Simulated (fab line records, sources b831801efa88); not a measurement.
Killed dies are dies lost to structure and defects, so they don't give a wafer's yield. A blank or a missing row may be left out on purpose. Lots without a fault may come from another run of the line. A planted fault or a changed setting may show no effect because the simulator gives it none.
A struck lot beside a sound one | flow sky130 | 32 steps out of a route of 708
Sound: wafers L406.4, L406.5, L406.6. Struck: wafers L412.1, L412.2, L412.3. The cause comes at the end.
At each step with rows: each side's tool, then ch and its chambers, then its first start. Under that, the readings that differ: sound wafers | struck wafers | difference of the means | sigmas: that difference in standard deviations of wafers without a fault.
alike: readings whose means differ by less than 2 such deviations, and words and numbers that are the same on both sides. not compared: withheld readings, readings that some wafer has no value for, bounds like >300 that may hide the same value, and numbers for which the record gives no deviation and whose values overlap.
The two part at a step that has a row with sigmas, a row that says differs or no value, or rows on one side only. Numbers that don't overlap but have no deviation are shown without sigmas and don't part them. A reading that every wafer of one side lacks parts them only if that side has two wafers or more.

SKY_PWDE_OVL_MEAS_07:
  sound on overlay-02, day 7 05:59; struck on overlay-01, day 8 17:04
  alike: PWDE_OVL
then, 1 step without rows for these wafers: SKY_PWDE_IMPLANT_08.
SKY_PWDE_STRIP_09: strips in O2/N2.
  sound on plasma_asher-03 ch 0,1, day 7 06:11; struck on plasma_asher-02 ch 0,1, day 8 17:15
  alike: drypump_motor_current_A, o2_flow_sccm, oes_product_au, strip_time_to_endpoint_s
  not compared: rf_hours_counter_h
SKY_PWDE_TW_MEAS_10:
  sound on film_metro-02, day 7 06:16; struck on film_metro-02, day 8 17:21
  alike: PWDE_TW
then, 7 steps without rows for these wafers: SKY_NWELL_DEHYDRATE_03 (time 60 s); SKY_NWELL_HMDS_04 (prime time 60 s); SKY_NWELL_COAT_05 (resist thk 3000 nm); SKY_NWELL_SOFTBAKE_06; SKY_NWELL_EXPOSE_07 (exposes mask NWM, target cd 840 nm); SKY_NWELL_PEB_08; SKY_NWELL_DEVELOP_09 (develop time 60 s).
SKY_NWELL_OVL_MEAS_10:
  sound on overlay-02, day 8 01:35; struck on overlay-02, day 9 14:28
  alike: NWELL_00_OVL
SKY_NWELL_IMPLANT_11:
  sound on implanter-03 ch 0, day 8 01:41; struck on implanter-04 ch 0, day 9 14:29
  reading       | sound                         | struck                           | difference  | sigmas
  dose_ions_cm2 | 1.9e+13 1.9005e+13 1.9008e+13 | 1.9474e+13 1.9436e+13 1.9469e+13 | +4.5533e+11 | +24
  alike: beam_on_s
then, 2 steps without rows for these wafers: SKY_NWELL_IMPLANT_12; SKY_NWELL_IMPLANT_13.
SKY_NWELL_STRIP_14: strips in O2/N2.
  sound on plasma_asher-01 ch 0,1, day 8 02:05; struck on plasma_asher-03 ch 0,1, day 9 14:56
  reading                      | sound             | struck            | difference | sigmas
  strip_time_to_endpoint_s (s) | 36.95 36.99 36.87 | 36.64 36.78 36.70 | -0.23      | -2
  alike: drypump_motor_current_A, o2_flow_sccm, oes_product_au
  not compared: rf_hours_counter_h
SKY_NWELL_TW_MEAS_15:
  sound on film_metro-02, day 8 02:11; struck on film_metro-04, day 9 15:02
  alike: NWELL_TW
then, 7 steps without rows for these wafers: SKY_NWELL_DEHYDRATE_16 (time 60 s); SKY_NWELL_HMDS_17 (prime time 60 s); SKY_NWELL_COAT_18 (resist thk 3000 nm); SKY_NWELL_SOFTBAKE_19; SKY_NWELL_EXPOSE_20 (exposes mask NWM COMPLEMENT, target cd 840 nm); SKY_NWELL_PEB_21; SKY_NWELL_DEVELOP_22 (develop time 60 s).
SKY_NWELL_OVL_MEAS_23:
  sound on overlay-02, day 8 22:24; struck on overlay-01, day 10 12:29
  alike: NWELL_01_OVL
then, 1 step without rows for these wafers: SKY_NWELL_IMPLANT_24.
SKY_NWELL_STRIP_25: strips in O2/N2.
  sound on plasma_asher-04 ch 0,1, day 8 22:37; struck on plasma_asher-03 ch 0,1, day 10 12:40
  alike: drypump_motor_current_A, o2_flow_sccm, oes_product_au, strip_time_to_endpoint_s
  not compared: rf_hours_counter_h
SKY_NWELL_TW_MEAS_26:
  sound on film_metro-04, day 8 22:42; struck on film_metro-02, day 10 12:46
  alike: NWELL_2_TW
then, 1 step without rows for these wafers: SKY_NWELL_CLEAN_27 (cleans in SC1/SC2, time 150 s).
SKY_NWELL_RTA_28: time 30 s.
  sound on rtp_anneal-02 ch 0, day 8 22:53; struck on rtp_anneal-01 ch 0, day 10 12:53
  alike: lamp_power_pct, wafer_temp_C_max
SKY_NWELL_RS_MEAS_29: measures by four-point-probe.
  sound on film_metro-04, day 8 23:02; struck on film_metro-03, day 10 13:20
  reading           | sound             | struck            | difference | sigmas
  NWELL_RS (ohm/sq) | 624.2 625.4 624.2 | 617.4 616.7 616.5 | -7.7       | -5
  not compared: hold
SKY_PAD_OPEN_PROBE_99:
  the record has rows for the sound wafers here (prober-02, day 49 04:11) and none for the struck ones

WHERE THEY PART
First at SKY_NWELL_IMPLANT_11; last, within this record, at SKY_PAD_OPEN_PROBE_99.

WHY: what the simulator had put in
Process parameter drift: implanter-04, from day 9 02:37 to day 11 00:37, at SKY_NWELL_IMPLANT_11. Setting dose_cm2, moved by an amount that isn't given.
